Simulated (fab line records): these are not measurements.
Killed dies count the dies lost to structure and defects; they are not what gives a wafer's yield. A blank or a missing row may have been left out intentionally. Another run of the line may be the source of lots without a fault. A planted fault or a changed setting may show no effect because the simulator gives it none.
Which of the tools did it? + flow sky130 + 18 wafers from 6 lots sampled at 3 of the route's 708 steps

## WHAT THE GAUGES READ, wafer by wafer
SKY_VIA1_THK_MEAS_01.
| lot  | measured     | on           | VIA1_HDPCVD_THK (nm) |
|------|--------------|--------------|----------------------|
| L557 | day 34 22:10 | filmMetro-01 | 1032 1026 1025       |
| L564 | day 36 19:33 | filmMetro-02 | 1027 1034 1031       |
| L567 | day 37 13:12 | filmMetro-02 | 1023 1044 1039       |
| L572 | day 39 05:31 | filmMetro-04 | 1038 1043 1033       |
| L576 | day 40 01:11 | filmMetro-04 | 1040 1058 1051       |
| L578 | day 40 10:43 | filmMetro-01 | 1020 1028 1012       |

## WHAT TOOL EACH LOT RAN ON (gives the tool, then ch and the chambers of the sampled wafers, and finally the start)
| lot  | SKY_LDD_N_IMPLANT_08            | SKY_METAL1_ETCH_18               |
|------|---------------------------------|----------------------------------|
| L557 | implanter-01 ch 0, day 19 19:42 | rieMetal-01 ch 0, day 34 21:07   |
| L564 | implanter-03 ch 0, day 22 00:08 | rieMetal-01 ch 0, day 36 18:36   |
| L567 | implanter-04 ch 0, day 22 20:42 | rieMetal-01 ch 1, day 37 12:11   |
| L572 | implanter-01 ch 0, day 24 17:17 | rieMetal-02 ch 0,1, day 39 04:39 |
| L576 | implanter-01 ch 0, day 25 18:31 | rieMetal-02 ch 0,1, day 40 00:20 |
| L578 | implanter-01 ch 0, day 26 05:24 | rieMetal-02 ch 0,1, day 40 09:51 |
- SKY_LDD_N_IMPLANT_08
- SKY_METAL1_ETCH_18: etches BARC in N2/H2, stops on SiO2, time 45.9 s, target depth 60 nm.

## THE ANSWER, worked out from the rows above alone
Rule: the usual values come from the lots themselves. The widest of any qualifying gaps counts: lots, ordered by their means at a reading, are off when they make up no more than a third of the lots, leave a main group of 4 or more, and stand apart from it by 3 or more times the standard deviation of that group's means. If all means in a main group match to the digits the tables above print for the reading, that group is not used. Also off: a lot with no number at a reading for which 4 or more lots have one. Any other lot the step has rows for is counted as sound.
Across all readings shown, no lot is off: no conclusion can be drawn from this.

## WHAT WAS PUT IN BY THE SIMULATOR
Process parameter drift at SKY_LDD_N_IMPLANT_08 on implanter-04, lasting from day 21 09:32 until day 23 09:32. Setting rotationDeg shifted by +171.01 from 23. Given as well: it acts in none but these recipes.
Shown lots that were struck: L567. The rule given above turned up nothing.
